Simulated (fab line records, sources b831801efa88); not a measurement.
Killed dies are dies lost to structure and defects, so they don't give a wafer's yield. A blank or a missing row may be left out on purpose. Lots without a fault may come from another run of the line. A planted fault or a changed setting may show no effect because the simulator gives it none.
fab line records | flow sky130
record lots=6 wafers=18 last_day=50
route steps=708 shown DNWELL@41 PWDE@45 NWELL@56 PAD_OPEN@708
lots that met no fault: from a run of the same line without faults
start_h: hours from the record's first day to the start of the lot's first wafer shown | wait_h: hours since the lot's step before | " the same as in the row above | L1.1+2: a row that stands for several wafers | - no value, or no start given | * or withheld: withheld | < > ~ a bound
route shown NAME@n: a module of which the file shows steps, and the number in the route of the first | usual: mean/standard deviation of fault-free wafers | same: alike in all rows | chamber/n: place in a boat | sites: the reading at each site | _std_site: their standard deviation | _edge_site: outer sites' mean less inner sites' | radius_mm: how far each site lies from the wafer's centre | mask NAME#n: copy n | behind: the tool/chamber that last shaped the wafer | hold: why the lot was held/for how many hours/how that ended | device: the transistor (n, p or np) that didn't switch | end of line: the same wafers' tests at the end of the route | a step without rows: its recipe alone | killed: dies lost to structure and defects at the first sort, not the wafer's yield | map: a wafer's dies, x killed, . not, _ none there
set.NAME: the setting as run; set.NAME@STEP: as run at that earlier step | model.NAME: the simulator's own value behind a step, which no gauge read
lots at some steps of the route; a table a step, a row a wafer
services: from which hour (start_h, from the record's first day; less than 0 if before it) a tool's chamber was out of use, for how many hours, and why
## steps
# step SKY_DNWELL_DEVELOP_06
# recipe wall_angle_deg=90 developer=TMAH develop_time_s=60 dev_temp_c=23
# step SKY_DNWELL_IMPLANT_07
# recipe species=P energy_kev=withheld dose_cm2=withheld tilt_deg=withheld
# step SKY_DNWELL_STRIP_08
# recipe chemistry=O2/N2 power_w=1400 pressure_mtorr=1500 platen_temp_c=withheld o2_flow_sccm=3000 n2_flow_sccm=300 overash_fraction=0.5
# usual drypump_motor_current_A=5.51/0.23 oes_product_au=0.723/0.0044 strip_time_to_endpoint_s=36.95/0.095
# columns lot.wafer tool chamber start_h wait_h drypump_motor_current_A oes_product_au rf_hours_counter_h strip_time_to_endpoint_s
L996.2 plasma_asher-04 1 71.17 0.1 5.74 0.721 39 36.94
L996.3 " 1 " " 5.66 0.717 - 36.90
L996.5 " 0 " " 5.54 0.726 - 36.86
L998.3 plasma_asher-01 0 79.57 0.1 5.05 0.720 - 36.90
L998.4 " 1 " " 5.95 0.716 - 36.95
L998.5 " 1 " " 5.95 0.715 - 36.93
L109.1 plasma_asher-03 0 140.14 0.1 5.40 0.724 42 36.93
L109.2 " 1 " " 5.46 0.721 42 36.97
L109.3 " 0 " " 5.41 0.722 - 36.84
L110.1 plasma_asher-04 1 146.02 0.1 5.68 0.722 47 36.97
L110.2 " 0 " " 5.55 0.726 47 36.95
L110.6 " 0 " " 5.57 0.726 - 36.90
L114.2 plasma_asher-03 0 166.02 0.1 5.38 0.725 45 36.93
L114.3 " 1 " " 5.45 0.722 - 37.03
L114.4 " 0 " " 5.39 0.723 - 36.93
L116.2 plasma_asher-03 1 181.62 0.1 5.42 0.720 47 36.90
L116.3 " 1 " " 5.43 0.716 - 36.88
L116.4 " 0 " " 5.37 0.719 - 36.73
# step SKY_DNWELL_TW_MEAS_09
# usual DNWELL_TW=1103/9.8
# columns lot.wafer tool chamber start_h wait_h DNWELL_TW
L996.2 film_metro-02 - 71.28 0.1 1093
L996.3 " - " " 1091
L996.5 " - " " 1089
L998.3 film_metro-01 - 79.66 0.1 1112
L998.4 " - " " 1113
L998.5 " - " " 1113
L109.1 film_metro-04 - 140.24 0.1 1118
L109.2 " - " " 1111
L109.3 " - " " 1116
L110.1 film_metro-04 - 146.12 0.1 1115
L110.2 " - " " 1109
L110.6 " - " " 1113
L114.2 film_metro-02 - 166.13 0.1 1091
L114.3 " - " " 1099
L114.4 " - " " 1092
L116.2 film_metro-01 - 181.73 0.1 1107
L116.3 " - " " 1107
L116.4 " - " " 1105
# step SKY_PWDE_DEHYDRATE_00
# recipe temp_c=200 time_s=60
# step SKY_PWDE_HMDS_01
# recipe prime_time_s=60 prime_temp_c=120
# step SKY_PWDE_COAT_02
# recipe spin_rpm=2000 resist_thk_nm=3000
# step SKY_PWDE_SOFTBAKE_03
# recipe temp_c=110 time_s=withheld
# step SKY_PWDE_EXPOSE_04
# recipe mask_id=PWDEM na=0.6 source_shape=conventional sigma_outer=0.6 polarization=unpolarized target_cd_nm=840 dose_mj=214
# step SKY_PWDE_PEB_05
# recipe temp_c=115 time_s=withheld
# step SKY_PWDE_DEVELOP_06
# recipe wall_angle_deg=90 developer=TMAH develop_time_s=60 dev_temp_c=23
# step SKY_PWDE_OVL_MEAS_07
# usual PWDE_OVL=-1.4/1.3
# columns lot.wafer tool chamber start_h wait_h PWDE_OVL[nm]
L996.2 overlay-01 - 88.28 - -1.0
L996.3 " - " " 1.7
L996.5 " - " " -0.8
L998.3 overlay-02 - 97.90 - -0.7
L998.4 " - " " -1.3
L998.5 " - " " -1.3
L109.1 overlay-02 - 160.32 - -2.0
L109.2 " - " " -0.6
L109.3 " - " " -0.8
L110.1 overlay-02 - 165.97 - -1.4
L110.2 " - " " -3.1
L110.6 " - " " -1.8
L114.2 overlay-02 - 186.38 - -0.1
L114.3 " - " " -1.2
L114.4 " - " " -0.9
L116.2 overlay-02 - 203.07 - -4.7
L116.3 " - " " -4.5
L116.4 " - " " -3.6
# step SKY_PWDE_IMPLANT_08
# recipe species=B energy_kev=150 dose_cm2=3.6e+12 tilt_deg=withheld
# usual dose_ions_cm2=3.6e+12/3.8e+09 faraday_current_uA=20.3/0.39
# columns lot.wafer tool chamber start_h wait_h dose_ions_cm2 faraday_current_uA
L996.2 implanter-02 0 88.33 0.0 3.6e+12 20.7
L996.3 " 0 " " 3.602e+12 20.6
L996.5 " 0 " " 3.601e+12 20.4
L998.3 implanter-04 0 97.97 0.1 3.601e+12 19.7
L998.4 " 0 " " 3.596e+12 20.4
L998.5 " 0 " " 3.599e+12 20.5
L109.1 implanter-04 0 160.35 0.0 2.492e+12 14.4
L109.2 " 0 " " 2.498e+12 14.2
L109.3 " 0 " " 2.498e+12 13.8
L110.1 implanter-04 0 166.00 0.0 2.498e+12 14.2
L110.2 " 0 " " 2.495e+12 13.8
L110.6 " 0 " " 2.493e+12 14.3
L114.2 implanter-03 0 186.43 0.0 3.596e+12 20.2
L114.3 " 0 " " 3.599e+12 20.3
L114.4 " 0 " " 3.595e+12 20.7
L116.2 implanter-03 0 203.13 0.0 3.597e+12 21.0
L116.3 " 0 " " 3.592e+12 20.1
L116.4 " 0 " " 3.599e+12 19.5
# step SKY_PWDE_STRIP_09
# recipe chemistry=O2/N2 power_w=1400 pressure_mtorr=1500 platen_temp_c=withheld o2_flow_sccm=3000 n2_flow_sccm=300 overash_fraction=0.5
# usual drypump_motor_current_A=5.7/0.33 oes_product_au=0.722/0.0047 strip_time_to_endpoint_s=36.91/0.13
# columns lot.wafer tool chamber start_h wait_h drypump_motor_current_A oes_product_au rf_hours_counter_h strip_time_to_endpoint_s
L996.2 plasma_asher-04 1 88.46 0.1 5.7 0.721 40 37.00
L996.3 " 1 " " 5.7 0.726 - 36.86
L996.5 " 1 " " 5.7 0.728 - 37.04
L998.3 plasma_asher-02 1 98.11 0.1 5.9 0.706 - 36.92
L998.4 " 0 " " 6.4 0.722 - 36.91
L998.5 " 0 " " 6.4 0.725 - 36.90
L109.1 plasma_asher-03 1 160.50 0.1 5.4 0.724 45 36.92
L109.2 " 0 " " 5.4 0.727 45 36.89
L109.3 " 1 " " 5.4 0.731 - 36.95
L110.1 plasma_asher-04 1 166.15 0.1 5.7 0.730 50 36.82
L110.2 " 0 " " 5.5 0.717 50 36.83
L110.6 " 1 " " 5.7 0.715 - 36.90
L114.2 plasma_asher-02 1 186.56 0.1 5.9 0.724 31 37.05
L114.3 " 1 " " 5.9 0.721 - 37.07
L114.4 " 0 " " 6.4 0.728 - 37.04
L116.2 plasma_asher-04 0 203.25 0.1 5.6 0.721 54 36.67
L116.3 " 1 " " 5.8 0.728 - 36.77
L116.4 " 0 " " 5.6 0.717 - 36.74
# step SKY_PWDE_TW_MEAS_10
# usual PWDE_TW=369.5/2.6
# columns lot.wafer tool chamber start_h wait_h PWDE_TW
L996.2 film_metro-02 - 88.57 0.1 369.3
L996.3 " - " " 368.2
L996.5 " - " " 368.1
L998.3 film_metro-02 - 98.19 0.1 368.0
L998.4 " - " " 370.0
L998.5 " - " " 367.2
L109.1 film_metro-02 - 160.60 0.1 327.5
L109.2 " - " " 329.3
L109.3 " - " " 330.9
L110.1 film_metro-01 - 166.25 0.1 328.4
L110.2 " - " " 330.2
L110.6 " - " " 328.2
L114.2 film_metro-01 - 186.70 0.1 370.8
L114.3 " - " " 368.9
L114.4 " - " " 370.3
L116.2 film_metro-01 - 203.36 0.1 368.4
L116.3 " - " " 368.9
L116.4 " - " " 369.3
# step SKY_NWELL_DEHYDRATE_03
# recipe temp_c=200 time_s=60
# step SKY_NWELL_HMDS_04
# recipe prime_time_s=60 prime_temp_c=120
# step SKY_NWELL_COAT_05
# recipe spin_rpm=2000 resist_thk_nm=3000
# step SKY_NWELL_SOFTBAKE_06
# recipe temp_c=110 time_s=withheld
# step SKY_NWELL_EXPOSE_07
# recipe mask_id=NWM na=0.6 source_shape=conventional sigma_outer=0.6 polarization=unpolarized target_cd_nm=840 dose_mj=255
# step SKY_NWELL_PEB_08
# recipe temp_c=115 time_s=withheld
# step SKY_NWELL_DEVELOP_09
# recipe wall_angle_deg=90 developer=TMAH develop_time_s=60 dev_temp_c=23
# step SKY_NWELL_OVL_MEAS_10
# usual NWELL_00_OVL=-0.2/1.4
# columns lot.wafer tool chamber start_h wait_h NWELL_00_OVL[nm]
L996.2 overlay-02 - 106.49 - -0.4
L996.3 " - " " -0.1
L996.5 " - " " 0.1
L998.3 overlay-02 - 116.25 - -2.9
L998.4 " - " " 0.2
L998.5 " - " " -3.1
L109.1 overlay-02 - 181.09 - 0.7
L109.2 " - " " 0.1
L109.3 " - " " -1.0
L110.1 overlay-01 - 186.38 - 0.3
L110.2 " - " " 2.3
L110.6 " - " " -1.3
L114.2 overlay-02 - 208.89 - -1.7
L114.3 " - " " -2.8
L114.4 " - " " 1.9
L116.2 overlay-01 - 224.70 - 0.2
L116.3 " - " " -0.6
L116.4 " - " " -1.3
# step SKY_NWELL_IMPLANT_11
# recipe species=P energy_kev=400 dose_cm2=1.9e+13 tilt_deg=withheld
# step SKY_NWELL_IMPLANT_12
# recipe species=P energy_kev=120 dose_cm2=1.3e+12 tilt_deg=withheld
# step SKY_NWELL_IMPLANT_13
# recipe species=P energy_kev=50 dose_cm2=7e+11 tilt_deg=withheld
# step SKY_NWELL_STRIP_14
# recipe chemistry=O2/N2 power_w=1400 pressure_mtorr=1500 platen_temp_c=withheld o2_flow_sccm=3000 n2_flow_sccm=300 overash_fraction=0.5
# usual drypump_motor_current_A=5.8/0.38 oes_product_au=0.722/0.0046 strip_time_to_endpoint_s=36.89/0.1
# columns lot.wafer tool chamber start_h wait_h drypump_motor_current_A oes_product_au rf_hours_counter_h strip_time_to_endpoint_s
L996.2 plasma_asher-02 0 106.97 0.1 6.4 0.723 29 37.11
L996.3 " 1 " " 5.9 0.725 - 37.14
L996.5 " 1 " " 5.9 0.719 - 37.12
L998.3 plasma_asher-02 0 116.76 0.1 6.4 0.733 - 37.02
L998.4 " 1 " " 5.9 0.719 - 36.87
L998.5 " 1 " " 5.9 0.716 - 36.98
L109.1 plasma_asher-02 0 181.57 0.1 6.5 0.730 31 36.92
L109.2 " 1 " " 5.9 0.721 31 36.85
L109.3 " 1 " " 5.9 0.725 - 36.87
L110.1 plasma_asher-04 0 186.86 0.1 5.5 0.711 52 36.85
L110.2 " 1 " " 5.7 0.728 52 36.92
L110.6 " 0 " " 5.5 0.715 - 37.02
L114.2 plasma_asher-02 1 209.37 0.1 5.9 0.725 34 36.77
L114.3 " 0 " " 6.4 0.718 - 36.83
L114.4 " 1 " " 5.9 0.727 - 36.77
L116.2 plasma_asher-04 0 225.18 0.1 5.6 0.717 57 36.98
L116.3 " 0 " " 5.5 0.723 - 37.00
L116.4 " 1 " " 5.7 0.719 - 36.99
# step SKY_NWELL_TW_MEAS_15
# usual NWELL_TW=1799/15
# columns lot.wafer tool chamber start_h wait_h NWELL_TW
L996.2 film_metro-02 - 107.08 0.1 1804
L996.3 " - " " 1794
L996.5 " - " " 1792
L998.3 film_metro-02 - 116.84 0.1 1795
L998.4 " - " " 1791
L998.5 " - " " 1792
L109.1 film_metro-02 - 181.67 0.1 1790
L109.2 " - " " 1784
L109.3 " - " " 1771
L110.1 film_metro-02 - 186.96 0.1 1779
L110.2 " - " " 1780
L110.6 " - " " 1773
L114.2 film_metro-01 - 209.48 0.1 1792
L114.3 " - " " 1793
L114.4 " - " " 1788
L116.2 film_metro-02 - 225.29 0.1 1798
L116.3 " - " " 1806
L116.4 " - " " 1798
# step SKY_NWELL_DEHYDRATE_16
# recipe temp_c=200 time_s=60
# step SKY_NWELL_HMDS_17
# recipe prime_time_s=60 prime_temp_c=120
# step SKY_NWELL_COAT_18
# recipe spin_rpm=2000 resist_thk_nm=3000
# step SKY_NWELL_SOFTBAKE_19
# recipe temp_c=110 time_s=withheld
# step SKY_NWELL_EXPOSE_20
# recipe mask_id=NWM_COMPLEMENT na=0.6 source_shape=conventional sigma_outer=0.6 polarization=unpolarized target_cd_nm=840 dose_mj=260
# step SKY_NWELL_PEB_21
# recipe temp_c=115 time_s=withheld
# step SKY_NWELL_DEVELOP_22
# recipe wall_angle_deg=90 developer=TMAH develop_time_s=60 dev_temp_c=23
# step SKY_NWELL_OVL_MEAS_23
# usual NWELL_01_OVL=0.0/1.3
# columns lot.wafer tool chamber start_h wait_h NWELL_01_OVL[nm]
L996.2 overlay-01 - 125.87 - -0.7
L996.3 " - " " 0.5
L996.5 " - " " 0.2
L998.3 overlay-02 - 136.43 - -1.0
L998.4 " - " " -0.3
L998.5 " - " " 0.9
L109.1 overlay-01 - 202.59 - 0.2
L109.2 " - " " -1.6
L109.3 " - " " -0.5
L110.1 overlay-02 - 209.24 - 1.1
L110.2 " - " " 0.3
L110.6 " - " " 1.0
L114.2 overlay-02 - 231.89 - 1.1
L114.3 " - " " 3.4
L114.4 " - " " 2.6
L116.2 overlay-01 - 248.74 - 1.1
L116.3 " - " " -0.4
L116.4 " - " " -0.6
# step SKY_NWELL_IMPLANT_24
# recipe species=B energy_kev=140 dose_cm2=9.2e+12 tilt_deg=withheld
# step SKY_NWELL_STRIP_25
# recipe chemistry=O2/N2 power_w=1400 pressure_mtorr=1500 platen_temp_c=withheld o2_flow_sccm=3000 n2_flow_sccm=300 overash_fraction=0.5
# usual drypump_motor_current_A=5.7/0.38 oes_product_au=0.723/0.0045 strip_time_to_endpoint_s=36.92/0.094
# columns lot.wafer tool chamber start_h wait_h drypump_motor_current_A oes_product_au rf_hours_counter_h strip_time_to_endpoint_s
L996.2 plasma_asher-04 1 126.05 0.1 5.7 0.720 45 37.06
L996.3 " 1 " " 5.8 0.724 - 37.01
L996.5 " 1 " " 5.7 0.728 - 37.07
L998.3 plasma_asher-01 0 136.64 0.1 5.0 0.719 - 36.88
L998.4 " 1 " " 5.9 0.726 - 36.87
L998.5 " 1 " " 5.9 0.724 - 37.00
L109.1 plasma_asher-02 0 202.77 0.1 6.4 0.729 33 36.90
L109.2 " 1 " " 5.9 0.736 33 36.81
L109.3 " 1 " " 5.9 0.721 - 36.71
L110.1 plasma_asher-04 0 209.42 0.1 5.6 0.723 55 37.13
L110.2 " 1 " " 5.7 0.725 55 37.08
L110.6 " 1 " " 5.7 0.729 - 37.09
L114.2 plasma_asher-04 1 232.07 0.1 5.7 0.730 58 36.89
L114.3 " 1 " " 5.7 0.726 - 36.82
L114.4 " 0 " " 5.5 0.727 - 36.92
L116.2 plasma_asher-01 1 248.92 0.1 5.9 0.729 12 36.89
L116.3 " 0 " " 5.1 0.726 - 36.97
L116.4 " 1 " " 5.9 0.723 - 36.94
# step SKY_NWELL_TW_MEAS_26
# usual NWELL_2_TW=490/3.9
# columns lot.wafer tool chamber start_h wait_h NWELL_2_TW
L996.2 film_metro-01 - 126.16 0.1 488
L996.3 " - " " 490
L996.5 " - " " 488
L998.3 film_metro-04 - 136.72 0.1 497
L998.4 " - " " 500
L998.5 " - " " 500
L109.1 film_metro-02 - 202.87 0.1 485
L109.2 " - " " 487
L109.3 " - " " 489
L110.1 film_metro-02 - 209.52 0.1 490
L110.2 " - " " 488
L110.6 " - " " 486
L114.2 film_metro-01 - 232.18 0.1 491
L114.3 " - " " 490
L114.4 " - " " 488
L116.2 film_metro-02 - 249.03 0.1 486
L116.3 " - " " 487
L116.4 " - " " 489
# step SKY_NWELL_CLEAN_27
# recipe chemistry=SC1/SC2 mix=1:4:20 temp_c=70 time_s=150 dry=n2_spin
# step SKY_NWELL_RTA_28
# recipe temp_c=1050 time_s=30 idle_temp_c=650 ramp_up_c_per_s=150 ramp_down_c_per_s=90 ambient=N2
# usual chamber_o2_ppm=2.002/0.022 lamp_power_pct=25.31/0.051 wafer_temp_C_max=1054.9/1
# columns lot.wafer tool chamber start_h wait_h chamber_o2_ppm lamp_power_pct wafer_temp_C_max
L996.2 rtp_anneal-02 0 126.28 0.0 2.013 25.28 1055.4
L996.3 " 0 " " 2.015 25.28 1053.6
L996.5 " 0 " " 1.959 25.36 1054.7
L998.3 rtp_anneal-02 0 136.86 0.0 2.025 25.34 1054.4
L998.4 " 0 " " 2.016 25.35 1055.0
L998.5 " 0 " " 2.020 25.23 1054.2
L109.1 rtp_anneal-01 0 202.98 0.0 2.006 25.38 1054.6
L109.2 " 0 " " 2.003 25.35 1053.9
L109.3 " 0 " " 1.976 25.22 1055.3
L110.1 rtp_anneal-01 0 209.63 0.0 2.020 25.33 1053.4
L110.2 " 0 " " 2.009 25.30 1055.7
L110.6 " 0 " " 1.998 25.28 1054.6
L114.2 rtp_anneal-02 0 232.30 0.0 1.996 25.30 1054.8
L114.3 " 0 " " 1.999 25.40 1054.1
L114.4 " 0 " " 1.995 25.25 1055.0
L116.2 rtp_anneal-01 0 249.15 0.0 1.995 25.26 1053.2
L116.3 " 0 " " 1.983 25.34 1053.6
L116.4 " 0 " " 2.034 25.27 1056.1
# step SKY_NWELL_RS_MEAS_29
# recipe thk_meas_gauge=four-point-probe
# usual NWELL_RS=625.3/1.8
# columns lot.wafer tool chamber start_h wait_h NWELL_RS[ohm/sq]
L996.2 film_metro-04 - 126.38 0.1 625.6
L996.3 " - " " 626.0
L996.5 " - " " 626.9
L998.3 film_metro-01 - 136.96 0.1 627.2
L998.4 " - " " 629.3
L998.5 " - " " 628.6
L109.1 film_metro-02 - 203.08 0.1 624.0
L109.2 " - " " 625.4
L109.3 " - " " 625.4
L110.1 film_metro-04 - 209.73 0.1 629.7
L110.2 " - " " 627.8
L110.6 " - " " 627.2
L114.2 film_metro-02 - 232.41 0.1 626.5
L114.3 " - " " 626.3
L114.4 " - " " 623.7
L116.2 film_metro-01 - 249.26 0.1 622.6
L116.3 " - " " 622.1
L116.4 " - " " 623.5
# step SKY_NWELL_RS_MEAS_31
# recipe thk_meas_gauge=four-point-probe
# usual PWDE_RS=5279/20
# columns lot.wafer tool chamber start_h wait_h PWDE_RS[ohm/sq]
L996.2 film_metro-04 - 126.62 0.1 5285
L996.3 " - " " 5282
L996.5 " - " " 5280
L998.3 film_metro-01 - 137.20 0.1 5266
L998.4 " - " " 5289
L998.5 " - " " 5285
L109.1 film_metro-02 - 203.32 0.1 7072
L109.2 " - " " 7121
L109.3 " - " " 7081
L110.1 film_metro-04 - 209.97 0.1 7163
L110.2 " - " " 7167
L110.6 " - " " 7156
L114.2 film_metro-02 - 232.65 0.1 5289
L114.3 " - " " 5289
L114.4 " - " " 5288
L116.2 film_metro-01 - 249.50 0.1 5290
L116.3 " - " " 5276
L116.4 " - " " 5289
# step SKY_PAD_OPEN_PROBE_99
# usual killed_at_M0_to_M3=44/8.6 killed_at_M4_up=3.4/1.9 killed_at_contacts=23/5.7 killed_at_front_end=15/4.5 killed_at_other=0.4/0.62 killed_dies=86/11 killed_open=46/7.6 killed_short=39/6.3
# same gross_dies=492 killed_at_back_side=0
# columns lot.wafer tool chamber start_h wait_h killed_at_M0_to_M3 killed_at_M4_up killed_at_contacts killed_at_front_end killed_at_other killed_dies killed_open killed_short model.etest.res_p_drift_20v.line_ohm_um model.etest.res_p_drift_20v.rs_ohm_sq model.etest.res_pwde_under_gate.rs_ohm_sq
L996.2 prober-01 - 1106.48 0.1 51 8 24 21 0 104 58 45 1.133e+04 9502 6104
L996.3 prober-01 - 1106.53 0.2 50 4 22 18 0 94 50 43 1.211e+04 1.018e+04 6128
L996.5 prober-01 - 1106.63 0.2 48 4 13 21 1 87 48 39 1.154e+04 9583 6108
L998.3 prober-02 - 1116.09 0.2 40 2 25 14 1 82 41 41 1.205e+04 1.002e+04 6156
L998.4 prober-02 - 1116.14 0.2 58 3 16 11 0 88 45 43 1.123e+04 9522 6233
L998.5 prober-02 - 1116.19 0.2 42 5 27 11 2 87 36 51 1.168e+04 9835 6204
L109.1 prober-02 - 1175.13 0.1 33 2 24 10 1 70 30 38 1.585e+04 1.34e+04 8680
L109.2 prober-02 - 1175.18 0.1 40 11 19 13 0 83 48 35 1.666e+04 1.386e+04 8758
L109.3 prober-02 - 1175.23 0.2 45 5 21 15 1 87 47 38 1.62e+04 1.367e+04 8625
L110.1 prober-01 - 1180.14 0.1 61 2 24 13 0 100 49 51 1.451e+04 1.233e+04 8780
L110.2 prober-01 - 1180.19 0.1 61 3 28 20 0 112 66 46 1.487e+04 1.242e+04 8853
L110.6 prober-01 - 1180.39 0.2 30 7 19 20 1 77 44 33 1.567e+04 1.345e+04 8870
L114.2 prober-01 - 1194.97 0.1 45 5 18 17 0 85 52 33 1.145e+04 9406 6190
L114.3 prober-01 - 1195.02 0.2 39 3 22 13 1 78 43 34 1.119e+04 9180 6164
L114.4 prober-01 - 1195.07 0.2 33 2 15 10 1 61 34 27 1.152e+04 9331 6187
L116.2 prober-01 - 1202.02 0.1 26 7 31 14 0 78 44 33 1.162e+04 9711 6204
L116.3 prober-01 - 1202.07 0.2 45 4 32 28 0 109 52 56 1.181e+04 9931 6157
L116.4 prober-01 - 1202.12 0.2 50 4 36 13 0 103 58 44 1.205e+04 9997 6154
# killed by level:class
L996.2 VIA1:geometric_particle:open=15 CONTACT:geometric_particle:open=9 FIELD_ISO:geometric_particle:open=8 METAL1:geometric_particle:short=8 LI_CONTACT:geometric_particle:open=6 VIA1:geometric_particle:short=6 VIA3:geometric_particle:open=6 METAL4:geometric_particle:short=5
L996.3 VIA3:geometric_particle:open=9 METAL2:geometric_particle:short=8 VIA2:geometric_particle:open=8 CONTACT:geometric_particle:open=8 METAL1:geometric_particle:short=8 LI_CONTACT:geometric_particle:open=7 VIA3:geometric_particle:short=6 VIA1:geometric_particle:open=5
L996.5 FIELD_ISO:geometric_particle:open=8 VIA1:geometric_particle:open=8 METAL1:geometric_particle:short=7 VIA3:geometric_particle:open=7 CONTACT:geometric_particle:open=6 VIA1:geometric_particle:short=5 METAL2:geometric_particle:short=4 LI_CONTACT:geometric_particle:open=4
L998.3 VIA1:geometric_particle:open=9 METAL2:geometric_particle:short=8 LI_CONTACT:geometric_particle:open=7 VIA2:geometric_particle:open=6 LOCAL_INTERCONNECT:geometric_particle:short=6 CONTACT:geometric_particle:short=6 CONTACT:geometric_particle:open=5 SPACER:geometric_particle:open=4
L998.4 VIA1:geometric_particle:open=9 VIA3:geometric_particle:open=9 VIA2:geometric_particle:open=7 VIA1:geometric_particle:short=7 METAL2:geometric_particle:short=6 METAL3:geometric_particle:short=6 LI_CONTACT:geometric_particle:open=5 CONTACT:geometric_particle:short=5
L998.5 CONTACT:geometric_particle:open=10 VIA1:geometric_particle:open=9 LOCAL_INTERCONNECT:geometric_particle:short=9 METAL2:geometric_particle:short=7 VIA2:geometric_particle:open=6 VIA1:geometric_particle:short=5 POLY_GATE:geometric_particle:short=4 LI_CONTACT:geometric_particle:short=4
L109.1 LI_CONTACT:geometric_particle:open=8 CONTACT:geometric_particle:short=7 METAL1:geometric_particle:short=7 VIA3:geometric_particle:open=6 VIA2:geometric_particle:open=5 LOCAL_INTERCONNECT:geometric_particle:short=4 VIA1:geometric_particle:open=4 FIELD_ISO:geometric_particle:open=3
L109.2 METAL1:geometric_particle:short=9 VIA1:geometric_particle:open=9 CONTACT:geometric_particle:open=7 METAL4:geometric_particle:short=7 FIELD_ISO:geometric_particle:open=6 LI_CONTACT:geometric_particle:open=6 VIA2:geometric_particle:open=6 METAL2:geometric_particle:short=4
L109.3 VIA1:geometric_particle:open=8 METAL1:geometric_particle:short=7 METAL2:geometric_particle:short=7 FIELD_ISO:geometric_particle:open=6 LI_CONTACT:geometric_particle:open=6 VIA3:geometric_particle:open=6 VIA2:geometric_particle:open=6 CONTACT:geometric_particle:open=5
L110.1 VIA3:geometric_particle:open=12 METAL1:geometric_particle:short=8 VIA1:geometric_particle:open=8 LI_CONTACT:geometric_particle:open=7 METAL2:geometric_particle:short=6 VIA1:geometric_particle:short=6 CONTACT:geometric_particle:open=5 METAL3:geometric_particle:short=5
L110.2 VIA1:geometric_particle:open=20 CONTACT:geometric_particle:open=15 VIA2:geometric_particle:open=9 VIA3:geometric_particle:open=8 VIA2:geometric_particle:short=6 FIELD_ISO:geometric_particle:open=5 POLY_GATE:geometric_particle:open=5 LI_CONTACT:geometric_particle:short=5
L110.6 VIA2:geometric_particle:open=11 CONTACT:geometric_particle:open=9 CONTACT:geometric_particle:short=7 POLY_GATE:geometric_particle:open=5 METAL2:geometric_particle:short=5 FIELD_ISO:geometric_particle:open=4 FIELD_ISO:geometric_particle:short=4 METAL4:geometric_particle:short=4
L114.2 VIA1:geometric_particle:open=11 VIA2:geometric_particle:open=9 LI_CONTACT:geometric_particle:open=8 METAL3:geometric_particle:short=6 POLY_GATE:geometric_particle:open=5 METAL2:geometric_particle:short=5 FIELD_ISO:geometric_particle:open=4 METAL1:geometric_particle:short=4
L114.3 CONTACT:geometric_particle:open=9 METAL1:geometric_particle:short=8 VIA1:geometric_particle:open=8 VIA2:geometric_particle:open=7 LI_CONTACT:geometric_particle:open=6 METAL2:geometric_particle:short=6 POLY_GATE:geometric_particle:short=5 VIA2:geometric_particle:short=4
L114.4 LI_CONTACT:geometric_particle:open=5 METAL1:geometric_particle:short=5 METAL2:geometric_particle:short=5 CONTACT:geometric_particle:short=4 CONTACT:geometric_particle:open=4 METAL1:geometric_particle:open=4 VIA1:geometric_particle:open=4 VIA2:geometric_particle:open=4
L116.2 CONTACT:geometric_particle:open=11 LI_CONTACT:geometric_particle:open=10 VIA1:geometric_particle:open=9 METAL4:geometric_particle:short=6 LOCAL_INTERCONNECT:geometric_particle:short=5 CONTACT:geometric_particle:short=5 FIELD_ISO:geometric_particle:open=4 FIELD_ISO:geometric_particle:short=4
L116.3 VIA1:geometric_particle:open=10 LI_CONTACT:geometric_particle:open=9 CONTACT:geometric_particle:open=9 POLY_GATE:geometric_particle:short=8 VIA2:geometric_particle:open=6 FIELD_ISO:geometric_particle:short=5 POLY_GATE:geometric_particle:open=5 LOCAL_INTERCONNECT:geometric_particle:short=5
L116.4 LI_CONTACT:geometric_particle:open=14 VIA1:geometric_particle:open=9 VIA3:geometric_particle:open=9 CONTACT:geometric_particle:open=8 METAL1:geometric_particle:short=7 VIA2:geometric_particle:open=7 LOCAL_INTERCONNECT:geometric_particle:short=5 CONTACT:geometric_particle:short=5
## services
# columns tool chamber start_h hours kind
implanter-03 - 55.25 3.2 repair
implanter-03 - 56.70 3.6 repair
implanter-04 - 71.53 6.1 repair
implanter-03 - 77.77 5.6 pm
plasma_asher-01 - 100.75 3.1 repair
rtp_anneal-02 - 105.71 5.2 pm
plasma_asher-01 - 108.36 2.7 repair
plasma_asher-02 - 109.33 1.5 repair
plasma_asher-01 - 111.09 9.0 pm
plasma_asher-01 0 111.09 9.0 vent_cycle
plasma_asher-01 1 111.09 9.0 vent_cycle
plasma_asher-01 0 120.09 - clean
implanter-02 - 120.73 3.4 repair
plasma_asher-02 - 122.32 58.8 repair
implanter-04 - 124.91 3.0 repair
implanter-02 - 137.23 3.2 repair
implanter-04 - 139.68 1.7 repair
implanter-03 - 150.08 0.6 repair
implanter-02 - 156.56 1.9 repair
plasma_asher-04 - 187.11 1.5 repair
plasma_asher-01 - 195.03 28.6 pm
plasma_asher-03 - 208.25 1.2 repair
plasma_asher-03 - 236.83 0.5 repair
implanter-03 - 247.06 2.2 repair
## key
first_sign step=SKY_PWDE_IMPLANT_08 reading=dose_ions_cm2 direction=down sigmas=99+ usual=* struck=*
effect step=SKY_PWDE_IMPLANT_08 reading=faraday_current_uA direction=down sigmas=16 usual=20.3 struck=14.1
effect step=SKY_PWDE_TW_MEAS_10 reading=PWDE_TW direction=down sigmas=15 usual=369.5 struck=329.1
effect step=SKY_NWELL_RS_MEAS_31 reading=PWDE_RS direction=up sigmas=91 usual=5279 struck=7126
model_effect step=SKY_PAD_OPEN_PROBE_99 value=etest.res_p_drift_20v.line_ohm_um without=1.105e+04 struck=1.563e+04
met_at SKY_PWDE_IMPLANT_08
struck_wafers L109.1,L109.2,L109.3,L110.1,L110.2,L110.6
tester_left_out L109,L110
onset_between 97.97 160.35
fault kind=process_parameter_drift tool=implanter-04 chamber=- onset_h=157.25 steps=SKY_PWDE_IMPLANT_08 channel=dose_cm2 offset=* shape=step end_h=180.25 acts_in=* stated=*
# tester_left_out: of these lots the tester's yield and bins aren't shown, on N5 and GAA mostly nor the transistor test; their killed dies are dies lost to structure and defects alone, not to doping, threshold or leakage, so they don't give the yield
